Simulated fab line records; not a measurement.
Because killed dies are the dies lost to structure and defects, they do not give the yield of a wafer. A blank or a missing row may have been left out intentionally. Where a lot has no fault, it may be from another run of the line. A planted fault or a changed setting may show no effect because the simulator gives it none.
fab line records | flow sky130
record: lots: 11 wafers: 33 lastDay: 50
route steps=708 shown VT_ADJUST_LVTN@107 VT_ADJUST_PCH@152 GATE_OXIDE@188
lots that met no fault: from a run of the same line without faults
startH: the number of hours between the record's first day and the start of the first shown wafer of the lot | waitH: time in hours since the lot's previous step | " unchanged from the row above | L1.1+2: a single row standing in for several wafers | - either no value or no given start | * or withheld: withheld | < > ~ a bound
route shown NAME@n: names a module that has steps shown in the file, with the first one's number in the route | usual: the fault-free wafers' mean and standard deviation | same: alike in all rows | chamber/n: place in a boat | sites: the reading at each site | _std_site: the standard deviation of these | _edge_site: inner sites' mean taken away from outer sites' mean | radiusMm: for every site, how far away it sits from the centre of the wafer | mask NAME#n: copy n | behind: the last tool/chamber to shape the wafer | hold: why the lot was held/for how many hours/how that ended | device: which transistor (n, p or np) failed to switch | end of line: the tests these same wafers got at the end of their route | where a step has no rows: the recipe by itself | killed: dies lost to structure and defects at the first sort, not the wafer's yield | map: the dies of a wafer, with x for killed, . for not killed, _ for no die there
set.NAME: the setting that was run; set.NAME@STEP: the one run at that earlier step | model.NAME: the simulator's own value behind a step, which no gauge read
route steps across a sampled set of lots; one table per step, one row per wafer
services: a tool's chamber out of use, with start hour (startH, from the record's first day; less than 0 if before it), hours out, and reason
== steps ==
step: SKY_VT_ADJUST_LVTN_TW_MEAS_10
usual: VT_ADJUST_LVTN_TW: 241.5/1.8
columns lot.wafer tool chamber startH waitH VT_ADJUST_LVTN_TW
L438.4 filmMetro-04 - 161.04 0.1 239.3
L438.5 " - " " 240.3
L438.6 " - " " 240.6
L437.1 filmMetro-02 - 161.38 0.1 241.6
L437.5 " - " " 242.5
L437.6 " - " " 242.9
L439.3 filmMetro-04 - 162.63 0.1 240.4
L439.5 " - " " 241.8
L439.6 " - " " 241.2
L442.3 filmMetro-04 - 184.35 0.1 238.3
L442.4 " - " " 240.1
L442.6 " - " " 240.3
L443.1 filmMetro-02 - 189.65 0.1 243.2
L443.3 " - " " 240.6
L443.6 " - " " 242.2
L444.1 filmMetro-01 - 197.36 0.1 243.9
L444.4 " - " " 243.5
L444.5 " - " " 244.0
L450.4 filmMetro-01 - 237.61 0.1 243.6
L450.5 " - " " 243.3
L450.6 " - " " 244.3
L453.1 filmMetro-01 - 252.35 0.1 242.5
L453.2 " - " " 242.9
L453.3 " - " " 243.4
L456.2 filmMetro-02 - 271.14 0.1 240.4
L456.4 " - " " 239.8
L456.6 " - " " 241.2
L457.2 filmMetro-02 - 276.76 0.1 240.0
L457.4 " - " " 240.9
L457.6 " - " " 241.5
L458.1 filmMetro-01 - 281.58 0.1 243.8
L458.4 " - " " 243.1
L458.5 " - " " 243.5
step: SKY_VT_ADJUST_PCH_STRIP_09
recipe: chemistry: O2/N2 powerW: 1400 pressureMtorr: 1500 platenTempC: withheld o2FlowSccm: 3000 n2FlowSccm: 300 overashFraction: 0.5
usual: drypumpMotorCurrentA: 5.6/0.6 n2FlowSccm: 299.9/0.76 o2FlowSccm: 2999/9.7 oesProductAu: 0.722/0.0044 stripTimeToEndpointS: 36.93/0.1
columns lot.wafer tool chamber startH waitH drypumpMotorCurrentA n2FlowSccm o2FlowSccm oesProductAu rfHoursCounterH stripTimeToEndpointS
L438.4 plasmaAsher-01 0 245.92 0.1 6.6 299.3 3001 0.717 - 36.92
L438.5 " 0 " " 6.7 299.7 3000 0.724 - 36.91
L438.6 " 1 " " 5.4 298.9 3008 0.725 - 36.99
L437.1 plasmaAsher-03 1 246.56 0.1 5.1 299.5 3002 0.721 44 37.02
L437.5 " 1 " " 5.1 301.5 2998 0.728 - 37.07
L437.6 " 0 " " 6.1 300.8 2995 0.724 - 36.92
L439.3 plasmaAsher-02 0 248.84 0.1 4.9 298.9 2990 0.727 - 36.85
L439.5 " 1 " " 5.6 300.3 2992 0.714 - 36.92
L439.6 " 0 " " 4.9 298.1 2999 0.720 - 36.93
L442.3 plasmaAsher-02 1 273.97 0.1 5.6 299.8 3000 0.724 - 36.94
L442.4 " 0 " " 4.9 300.0 2994 0.727 - 36.85
L442.6 " 1 " " 5.6 299.2 2993 0.720 - 36.78
L443.1 plasmaAsher-01 1 281.26 0.1 5.5 299.7 3001 0.731 16 36.75
L443.3 " 1 " " 5.5 299.9 3000 0.713 - 36.91
L443.6 " 1 " " 5.5 299.5 3016 0.729 - 36.81
L444.1 plasmaAsher-01 0 290.91 0.1 6.6 299.8 2987 0.731 17 36.93
L444.4 " 1 " " 5.5 300.0 2996 0.721 - 36.94
L444.5 " 1 " " 5.5 299.7 3009 0.718 - 37.08
L450.4 plasmaAsher-01 1 336.74 0.1 5.5 299.8 2988 0.731 - 36.95
L450.5 " 0 " " 6.6 298.9 3013 0.724 - 37.00
L450.6 " 1 " " 5.5 299.8 2976 0.722 - 36.97
L453.1 plasmaAsher-02 0 355.68 0.1 4.9 300.1 2995 0.723 66 36.72
L453.2 " 1 " " 5.6 298.6 3001 0.726 66 36.83
L453.3 " 0 " " 4.9 300.3 3001 0.728 - 36.67
L456.2 plasmaAsher-03 1 376.48 0.1 5.1 299.6 2994 0.723 57 36.85
L456.4 " 1 " " 5.1 299.5 3000 0.717 - 36.75
L456.6 " 1 " " 5.1 299.3 3002 0.730 - 36.82
L457.2 plasmaAsher-03 0 385.21 0.1 6.1 298.8 3000 0.725 57 36.87
L457.4 " 0 " " 6.1 300.3 3002 0.720 - 37.00
L457.6 " 0 " " 6.1 300.6 3016 0.722 - 36.85
L458.1 plasmaAsher-02 1 389.46 0.1 5.5 299.6 3016 0.720 69 37.00
L458.4 " 0 " " 4.9 300.2 2989 0.723 - 37.01
L458.5 " 1 " " 5.6 300.3 3028 0.716 - 36.96
step: SKY_VT_ADJUST_PCH_TW_MEAS_10
usual: VT_ADJUST_PCH_TW: 143.0/0.98
columns lot.wafer tool chamber startH waitH VT_ADJUST_PCH_TW
L438.4 filmMetro-03 - 246.01 0.1 142.9
L438.5 " - " " 143.1
L438.6 " - " " 143.7
L437.1 filmMetro-03 - 246.66 0.1 142.6
L437.5 " - " " 142.9
L437.6 " - " " 142.7
L439.3 filmMetro-04 - 248.93 0.1 141.7
L439.5 " - " " 141.8
L439.6 " - " " 142.3
L442.3 filmMetro-04 - 274.05 0.1 141.8
L442.4 " - " " 141.8
L442.6 " - " " 142.2
L443.1 filmMetro-02 - 281.36 0.1 141.4
L443.3 " - " " 142.3
L443.6 " - " " 141.5
L444.1 filmMetro-03 - 291.01 0.1 143.6
L444.4 " - " " 144.2
L444.5 " - " " 144.1
L450.4 filmMetro-02 - 336.83 0.1 142.1
L450.5 " - " " 141.6
L450.6 " - " " 142.6
L453.1 filmMetro-02 - 355.78 0.1 141.6
L453.2 " - " " 142.1
L453.3 " - " " 142.2
L456.2 filmMetro-04 - 376.59 0.1 142.0
L456.4 " - " " 142.3
L456.6 " - " " 143.3
L457.2 filmMetro-03 - 385.32 0.1 143.1
L457.4 " - " " 143.5
L457.6 " - " " 143.8
L458.1 filmMetro-03 - 389.56 0.1 143.5
L458.4 " - " " 143.3
L458.5 " - " " 143.0
step: SKY_GATE_OXIDE_OXIDATION_01
recipe: tempC: 900 ambient: O2 stabiliseS: 600 purgeS: 300 targetThkA: 102.68 oxTimeS: 1473
usual: spikeTcBottomC: 917.4/1.2 spikeTcCentreC: 900.0/0.99 spikeTcLowerC: 900.7/1.2 spikeTcTopC: 910.1/1.3 spikeTcUpperC: 900.3/1.5 tubeCenterTempC: 900/0.079 tube_center_temp_C_max: 902.3/0.39
columns lot.wafer tool chamber startH waitH spikeTcBottomC spikeTcCentreC spikeTcLowerC spikeTcTopC spikeTcUpperC tubeCenterTempC tube_center_temp_C_max
L438.4 furnace-01 0 301.62 0.0 917.4 901.6 900.2 909.6 901.2 900.01 902.3
L438.5 " 0 " " 919.0 898.5 899.9 909.7 901.4 899.91 901.9
L438.6 " 0 " " 917.9 901.4 899.5 908.5 900.9 899.97 902.1
L437.1 furnace-02 0 301.87 0.0 917.3 897.5 902.0 911.3 899.8 900.25 902.5
L437.5 " 0 " " 917.9 900.8 902.3 912.2 898.9 900 902.9
L437.6 " 0 " " 915.4 899.5 902.8 911.6 899.4 900.03 902.2
L439.3 furnace-01 0 305.73 0.5 916.5 900.0 898.9 909.4 899.9 900.04 902.2
L439.5 " 0 " " 916.9 900.8 901.3 909.7 901.8 899.88 902.0
L439.6 " 0 " " 916.3 899.4 900.3 908.3 901.5 899.94 902.5
L442.3 furnace-02 0 330.19 0.9 917.4 900.3 900.8 911.8 897.2 899.99 901.9
L442.4 " 0 " " 919.0 899.6 899.7 909.4 898.4 899.99 902.5
L442.6 " 0 " " 918.2 900.4 902.3 911.8 899.2 900.06 902.7
L443.1 furnace-01 0 339.48 0.6 918.0 900.6 899.5 909.4 901.5 900.06 902.1
L443.3 " 0 " " 916.7 898.9 900.8 910.1 901.1 899.94 902.9
L443.6 " 0 " " 916.5 899.7 898.9 908.7 901.9 900.02 902.1
L444.1 furnace-02 0 350.60 0.0 918.8 898.3 901.4 909.6 897.7 899.96 902.3
L444.4 " 0 " " 917.0 900.1 900.0 911.9 898.6 899.95 902.2
L444.5 " 0 " " 918.9 900.1 901.0 912.3 898.7 900.03 902.9
L450.4 furnace-01 0 399.38 0.8 916.6 897.9 900.9 909.3 902.0 900.16 902.8
L450.5 " 0 " " 916.7 899.6 899.8 910.1 902.4 900.1 902.4
L450.6 " 0 " " 915.7 899.0 901.8 911.7 902.1 900.03 902.9
L453.1 furnace-01 0 424.50 1.0 902.3 886.5 886.9 894.7 887.5 886.84 889.4
L453.2 " 0 " " 904.8 886.7 887.5 895.7 887.4 886.79 889.6
L453.3 " 0 " " 903.6 888.2 886.5 896.3 885.8 886.73 888.9
L456.2 furnace-01 0 443.83 0.7 904.2 886.4 888.3 894.2 887.2 886.75 888.9
L456.4 " 0 " " 903.5 887.6 885.7 896.9 887.3 886.56 888.8
L456.6 " 0 " " 904.9 887.6 888.2 896.3 887.4 886.87 889.4
L457.2 furnace-02 0 450.00 0.0 916.2 899.0 901.3 911.3 899.4 900.08 902.6
L457.4 " 0 " " 917.2 898.0 901.6 910.5 897.9 900.03 901.8
L457.6 " 0 " " 919.8 898.4 901.4 909.6 898.0 900 902.0
L458.1 furnace-02 0 454.92 0.0 916.6 900.5 901.6 912.4 899.1 899.88 902.2
L458.4 " 0 " " 917.4 900.1 900.6 911.0 899.3 899.89 901.7
L458.5 " 0 " " 917.8 900.2 902.5 910.2 898.5 900.04 903.0
step: SKY_GATE_OXIDE_THK_MEAS_02
recipe: reads: SiO2_of_GATE_OXIDE_OXIDATION_01
usual: GATE_OXIDE_OXIDATION_00_THK: 10.15/0.17
columns lot.wafer tool chamber startH waitH GATE_OXIDE_OXIDATION_00_THK[nm]
L438.4 filmMetro-01 - 303.06 0.0 9.86
L438.5 " - " " 10.17
L438.6 " - " " 10.04
L437.1 filmMetro-03 - 303.28 0.0 10.34
L437.5 " - " " 10.37
L437.6 " - " " 10.11
L439.3 filmMetro-04 - 307.16 0.0 9.99
L439.5 " - " " 10.00
L439.6 " - " " 9.84
L442.3 filmMetro-03 - 331.62 0.0 10.18
L442.4 " - " " 10.32
L442.6 " - " " 10.21
L443.1 filmMetro-01 - 340.89 0.0 10.07
L443.3 " - " " 10.13
L443.6 " - " " 10.12
L444.1 filmMetro-04 - 352.01 0.0 10.25
L444.4 " - " " 10.21
L444.5 " - " " 10.02
L450.4 filmMetro-01 - 400.82 0.0 10.64
L450.5 " - " " 10.45
L450.6 " - " " 10.46
L453.1 filmMetro-03 - 425.91 0.0 9.00
L453.2 " - " " 8.97
L453.3 " - " " 8.82
L456.2 filmMetro-04 - 445.25 0.0 8.85
L456.4 " - " " 8.89
L456.6 " - " " 8.69
L457.2 filmMetro-04 - 451.42 0.0 10.11
L457.4 " - " " 10.18
L457.6 " - " " 10.24
L458.1 filmMetro-03 - 456.32 0.0 9.86
L458.4 " - " " 10.02
L458.5 " - " " 9.84
== services ==
columns tool chamber startH hours kind
furnace-01 - 257.06 3.9 pm
furnace-02 - 266.68 4.2 pm
furnace-02 - 382.58 2.8 pm
plasmaAsher-01 - 404.60 1.0 repair
plasmaAsher-02 - 421.25 9.0 pm
plasmaAsher-02 0 421.25 9.0 ventCycle
plasmaAsher-02 1 421.25 9.0 ventCycle
plasmaAsher-02 0 430.25 - clean
plasmaAsher-02 1 430.25 - clean
furnace-02 - 434.74 3.6 pm
== key ==
firstSign: step: SKY_GATE_OXIDE_OXIDATION_01 reading: tubeCenterTempC direction: down sigmas: 99+ usual: * struck: *
effect: step: SKY_GATE_OXIDE_OXIDATION_01 reading: tube_center_temp_C_max direction: down sigmas: 34 usual: * struck: *
effect: step: SKY_GATE_OXIDE_THK_MEAS_02 reading: GATE_OXIDE_OXIDATION_00_THK direction: down sigmas: 7.4 usual: 10.15 struck: 8.87
metAt SKY_GATE_OXIDE_OXIDATION_01
struckLots L453,L456
testerLeftOut L453,L456
notActingAt SKY_VT_ADJUST_LVTN_TW_MEAS_10,SKY_VT_ADJUST_PCH_STRIP_09,SKY_VT_ADJUST_PCH_TW_MEAS_10
onsetBetween 399.38 424.50
fault: kind: processParameterDrift tool: furnace-01 chamber: - onsetH: 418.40 steps: SKY_GATE_OXIDE_OXIDATION_01 channel: tempC offset: * shape: step endH: 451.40 actsIn: * stated: *
testerLeftOut: of these lots the tester's yield and bins aren't shown, on N5 and GAA mostly nor the transistor test; their killed dies are dies lost to structure and defects alone, not to doping, threshold or leakage, so they don't give the yield
